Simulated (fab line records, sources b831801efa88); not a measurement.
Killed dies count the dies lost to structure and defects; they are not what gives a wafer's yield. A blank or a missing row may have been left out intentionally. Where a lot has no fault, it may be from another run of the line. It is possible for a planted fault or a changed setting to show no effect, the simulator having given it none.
Problem report in the 8D (eight disciplines) form, filled by code ; flow sky130 ; the parts of the form that need people (team, actions taken, sign-off) are left out

1. WHAT WENT WRONG
Mean VT_ADJUST_LVTN_2_TW at SKY_VT_ADJUST_LVTN_TW_MEAS_21: 197.8 over 6 wafers in 2 lots; fault-free wafers: 187.4, standard deviation 1.9. That puts it +5.5 standard deviations away from the usual mean.
First seen on wafer L405.1, day 13 09:14, on film metro-01. Wafers with a number at this step in the record: 42, from 14 lots. Rule for "out" (also "out of limits"): further than 4 standard deviations from the usual mean. Any other wafer with a number is counted as sound.

2. WHAT THIS IS AND IS NOT
question;is;is not
which readings at this step;VT_ADJUST_LVTN_2_TW;-
which lots;L405, L406;L386, L388, L390, L391, L393, L394, L396, L397, L398, L402, L407, L408
which wafers of those lots;all that have a number;-
read on which gauges;film metro-01, film metro-03;film metro-04
when;from day 13 09:14;"up to then (30 sound wafers); but 6 sound wafers of L407, L408 came after"

3. WHAT RULES OUT EACH SUSPECT
Counting: a tool at any process step up to the reading remains a suspect when it ran all the lots that are out and ran no sound lot after the first of those.
- the gauge at SKY_VT_ADJUST_LVTN_TW_MEAS_21: ruled out. 2 gauges (film metro-01, film metro-03) read the wafers that are out.
- implanter-03 at SKY_VT_ADJUST_LVTN_IMPLANT_19: kept. All lots that are out passed through it, beginning with L405 at day 13 08:50, and no sound lot followed; its final sound lot before that point was L393 at day 10 05:04. Its own beam on s, faraday current uA readings are out on those wafers.
Left after counting: implanter-03 at SKY_VT_ADJUST_LVTN_IMPLANT_19.

4. THE CAUSE (what the simulator had put in)
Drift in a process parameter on implanter-03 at SKY_VT_ADJUST_LVTN_IMPLANT_19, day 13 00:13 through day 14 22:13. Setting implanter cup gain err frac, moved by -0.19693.
After counting, this tool was the only one left.

5. SEQUENCE OF EFFECTS, ordered by route
Each row: a reading where the mean over the struck wafers with a number is more than 3 standard deviations away from the usual. Only readings for which the record gives a usual standard deviation are gone through. hours: the time from each lot's start at the first step in this table that gives one to its start at this step, as a median over the lots. sigmas: the change in usual standard deviations.
hours;step;reading;usual;on struck wafers;change;sigmas
0;SKY_VT_ADJUST_LVTN_IMPLANT_19;beam on s;10.02 s;12.46;+2.44;+14
0;SKY_VT_ADJUST_LVTN_IMPLANT_19;faraday current uA;3.66;2.94;-0.72;-11
0;SKY_VT_ADJUST_LVTN_TW_MEAS_21;VT_ADJUST_LVTN_2_TW;187.4;197.8;+10.4;+5.5
Process steps it contains:
- SKY_VT_ADJUST_LVTN_IMPLANT_19

6. WHAT WOULD HAVE CAUGHT IT SOONER
In this record the first reading out of limits at a measuring or inspecting step was taken at day 13 09:14, 9 hours after the fault began at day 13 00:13.
Tool's own readings at SKY_VT_ADJUST_LVTN_IMPLANT_19, beam on s, faraday current uA: out on all struck wafers the step has rows for; an alarm limit on them would have tripped on the first.
L406, from the lots that are out (2), started SKY_VT_ADJUST_LVTN_IMPLANT_19 on implanter-03 later than day 13 09:14. Holding the tool at that time would have saved it.
